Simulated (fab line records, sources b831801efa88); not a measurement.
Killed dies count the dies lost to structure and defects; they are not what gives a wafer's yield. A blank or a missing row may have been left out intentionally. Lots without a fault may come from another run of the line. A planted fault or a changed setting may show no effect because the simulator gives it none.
Chamber matching + flow gf180mcu + GF_M5_ETCH_09 on rieDiel-01: 4 sister chambers
The step etches Si3N4 in CF4/O2, target depth 52 nm, time 11.6 s. 8 wafers are shown with their chamber, then 12 later ones without.

== WAFERS PAIRED WITH THEIR CHAMBERS ==
| wafer  | chamber | drypumpMotorCurrentA (A) | oesProductAu (a.u.) |
|--------|---------|--------------------------|---------------------|
| L090.4 | 3       | 6.1                      | 0.994               |
| L090.6 | 2       | 5.8                      | 0.978               |
| L091.1 | 0       | 5.0                      | 0.992               |
| L091.2 | 1       | 4.7                      | 0.992               |
| L091.3 | 2       | 5.8                      | 0.976               |
| L091.4 | 3       | 6.1                      | 0.990               |
| L091.5 | 0       | 5.1                      | 1.001               |
| L091.6 | 1       | 4.7                      | 0.991               |

== WAFERS MISSING THEIR CHAMBER ==
| wafer  | drypumpMotorCurrentA (A) | oesProductAu (a.u.) |
|--------|--------------------------|---------------------|
| L092.4 | 5.0                      | 1.003               |
| L092.5 | 4.7                      | 1.005               |
| L092.6 | 5.9                      | 1.004               |
| L094.1 | 5.1                      | 1.006               |
| L094.2 | 4.7                      | 0.998               |
| L094.3 | 5.9                      | 0.987               |
| L094.4 | 6.1                      | 1.007               |
| L094.5 | 5.9                      | 0.992               |
| L094.6 | 4.7                      | 0.997               |
| L096.1 | 5.1                      | 0.993               |
| L096.2 | 5.8                      | 0.991               |
| L096.5 | 6.1                      | 0.989               |

== CHAMBER TAKEN BY EACH ==
| wafer  | from the rows above     | in truth |
|--------|-------------------------|----------|
| L092.4 | 0                       | 0        |
| L092.5 | 1                       | 1        |
| L092.6 | can't be placed: 3 or 2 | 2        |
| L094.1 | 0                       | 0        |
| L094.2 | 1                       | 1        |
| L094.3 | can't be placed: 2 or 3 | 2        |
| L094.4 | 3                       | 3        |
| L094.5 | can't be placed: 2 or 3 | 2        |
| L094.6 | 1                       | 1        |
| L096.1 | 0                       | 0        |
| L096.2 | 2                       | 2        |
| L096.5 | 3                       | 3        |
Correct placement for 9 of the 12. Cannot be placed on the basis of these rows: 3; the candidates contain the true chamber in 3. Number placed wrongly: 0.
How it was worked out, from the rows above alone: a wafer's distance from a chamber is the root of the sum, over the readings, of the square of ((its reading less the chamber's mean) divided by the reading's scatter). If the next closest chamber is less than 2 further off than the closest, the wafer can't be placed; otherwise it belongs to the closest. A chamber's mean is the mean of its shown wafers. The scatter is the square root of a quotient: the sum, over the shown wafers, of each reading's squared deviation from its chamber's mean, divided by wafers minus chambers.
